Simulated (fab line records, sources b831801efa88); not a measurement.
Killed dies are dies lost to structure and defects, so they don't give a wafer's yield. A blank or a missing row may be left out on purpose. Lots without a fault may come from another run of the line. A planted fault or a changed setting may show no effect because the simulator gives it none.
A struck lot beside a sound one | flow sky130 | 42 steps out of a route of 708
Sound: wafers L718.1, L718.2, L718.4. Struck: wafers L734.2, L734.4, L734.6. The cause comes at the end.
At each step with rows: each side's tool, then ch and its chambers, then its first start. Under that, the readings that differ: sound wafers | struck wafers | difference of the means | sigmas: that difference in standard deviations of wafers without a fault.
alike: readings whose means differ by less than 2 such deviations, and words and numbers that are the same on both sides. not compared: withheld readings, readings that some wafer has no value for, bounds like >300 that may hide the same value, and numbers for which the record gives no deviation and whose values overlap.
The two part at a step that has a row with sigmas, a row that says differs or no value, or rows on one side only. Numbers that don't overlap but have no deviation are shown without sigmas and don't part them. A reading that every wafer of one side lacks parts them only if that side has two wafers or more.

SKY_POLY_CUT_ETCH_10: etches BARC in N2/H2, stops on SiO2, time 45.9 s, target depth 60 nm.
  sound on rie_diel-02 ch 0,1,3, day 25 07:23; struck on rie_diel-01 ch 1,3, day 31 11:02
  alike: drypump_motor_current_A, oes_product_au, throttle_valve_pct
  not compared: rf_hours_counter_h
SKY_POLY_CUT_ETCH_11: etches Si3N4 in CF4/CH2F2/Ar, stops on poly-Si, time 42.5 s, target depth 60 nm.
  sound on rie_diel-02 ch 0,1,3, day 25 07:25; struck on rie_diel-01 ch 1,3, day 31 11:05
  alike: cf4_flow_sccm, ch2f2_flow_sccm, drypump_motor_current_A, oes_product_au, throttle_valve_pct
  not compared: rf_hours_counter_h
SKY_POLY_CUT_STRIP_12: strips in O2/N2.
  sound on plasma_asher-03 ch 0,1, day 25 07:28; struck on plasma_asher-01 ch 1, day 31 11:07
  alike: drypump_motor_current_A, oes_product_au, strip_time_to_endpoint_s
  not compared: rf_hours_counter_h
then, 7 steps without rows for these wafers: SKY_SD_P_DEHYDRATE_00 (time 60 s); SKY_SD_P_HMDS_01 (prime time 60 s); SKY_SD_P_COAT_02 (resist thk 1140 nm); SKY_SD_P_SOFTBAKE_03 (time 60 s); SKY_SD_P_EXPOSE_04 (exposes mask PSDM, target cd 380 nm); SKY_SD_P_PEB_05; SKY_SD_P_DEVELOP_06 (develop time 60 s).
SKY_SD_P_CD_MEAS_07: target cd 380 nm.
  sound on cd_sem-02, day 26 12:28; struck on cd_sem-01, day 32 13:50
  alike: cd_nm
SKY_SD_P_OVL_MEAS_08:
  sound on overlay-01, day 26 12:35; struck on overlay-02, day 32 13:56
  alike: SD_P_OVL
SKY_SD_P_IMPLANT_09:
  sound on implanter-01 ch 0, day 26 12:37; struck on implanter-03, day 32 13:59
  no value came back on the struck wafers for beam_energy_keV, beam_on_s (s); on the sound wafers beam_energy_keV reads 19.998 20.001 19.990
SKY_SD_P_STRIP_10: strips in O2/N2.
  sound on plasma_asher-03 ch 0,1, day 26 12:46; struck on plasma_asher-03 ch 0,1, day 32 14:07
  reading                      | sound             | struck            | difference | sigmas
  oes_product_au (a.u.)        | 0.616 0.620 0.620 | 0.714 0.709 0.717 | +0.095     | +22
  strip_time_to_endpoint_s (s) | 17.47 17.46 17.42 | 14.11 14.10 14.14 | -3.33      | -76
  alike: drypump_motor_current_A
  not compared: rf_hours_counter_h
SKY_SD_P_TW_MEAS_11:
  sound on film_metro-03, day 26 12:52; struck on film_metro-01, day 32 14:13
  reading | sound          | struck   | difference | sigmas
  SD_P_TW | 2797 2800 2792 | 30 30 30 | -2766      | -99 or more
then, 8 steps without rows for these wafers: SKY_RES_XHIGH_DEHYDRATE_00 (time 60 s); SKY_RES_XHIGH_HMDS_01 (prime time 60 s); SKY_RES_XHIGH_COAT_02 (resist thk 1140 nm); SKY_RES_XHIGH_SOFTBAKE_03 (time 60 s); SKY_RES_XHIGH_EXPOSE_04 (exposes mask URPM, target cd 1270 nm); SKY_RES_XHIGH_PEB_05; SKY_RES_XHIGH_DEVELOP_06 (develop time 60 s); SKY_RES_XHIGH_IMPLANT_07.
SKY_RES_XHIGH_STRIP_08: strips in O2/N2.
  sound on plasma_asher-02 ch 0,1, day 27 17:38; struck on plasma_asher-02 ch 0,1, day 33 16:53
  alike: drypump_motor_current_A, oes_product_au, strip_time_to_endpoint_s
  not compared: rf_hours_counter_h
SKY_RES_XHIGH_TW_MEAS_09:
  sound on film_metro-02, day 27 17:44; struck on film_metro-03, day 33 17:00
  alike: RES_XHIGH_TW
then, 7 steps without rows for these wafers: SKY_SD_N_DEHYDRATE_00 (time 60 s); SKY_SD_N_HMDS_01 (prime time 60 s); SKY_SD_N_COAT_02 (resist thk 1140 nm); SKY_SD_N_SOFTBAKE_03 (time 60 s); SKY_SD_N_EXPOSE_04 (exposes mask NSDM, target cd 380 nm); SKY_SD_N_PEB_05; SKY_SD_N_DEVELOP_06 (develop time 60 s).
SKY_SD_N_CD_MEAS_07: target cd 380 nm.
  sound on cd_sem-01, day 28 22:14; struck on cd_sem-01, day 34 19:17
  reading    | sound             | struck            | difference | sigmas
  cd_nm (nm) | 383.3 382.8 382.5 | 376.9 376.5 376.2 | -6.3       | -3
SKY_SD_N_OVL_MEAS_08:
  sound on overlay-02, day 28 22:22; struck on overlay-01, day 34 19:23
  alike: SD_N_OVL
then, 2 steps without rows for these wafers: SKY_SD_N_IMPLANT_09; SKY_SD_N_IMPLANT_10.
SKY_SD_N_STRIP_11: strips in O2/N2.
  sound on plasma_asher-04 ch 0,1, day 28 22:41; struck on plasma_asher-03 ch 0,1, day 34 19:43
  alike: drypump_motor_current_A, oes_product_au, strip_time_to_endpoint_s
  not compared: rf_hours_counter_h
SKY_SD_N_TW_MEAS_12:
  sound on film_metro-03, day 28 22:47; struck on film_metro-01, day 34 19:49
  alike: SD_N_TW
then, 2 steps without rows for these wafers: SKY_SD_N_CLEAN_13 (cleans in SC1/SC2, time 150 s); SKY_SD_N_RTA_14 (time 2 s).
SKY_SD_N_RS_MEAS_16: measures by four-point-probe.
  sound on film_metro-02, day 28 23:08; struck on film_metro-03, day 34 20:11
  alike: SD_N_RS
SKY_SD_N_RS_MEAS_17: measures by four-point-probe.
  sound on film_metro-02, day 28 23:15; struck on film_metro-03, day 34 20:18
  reading          | sound             | struck            | difference | sigmas
  SD_P_RS (ohm/sq) | 146.9 146.6 146.7 | 133.0 132.9 132.8 | -13.8      | -37

WHERE THEY PART
First at SKY_SD_P_IMPLANT_09; last, within this record, at SKY_SD_N_RS_MEAS_17.

WHY: what the simulator had put in
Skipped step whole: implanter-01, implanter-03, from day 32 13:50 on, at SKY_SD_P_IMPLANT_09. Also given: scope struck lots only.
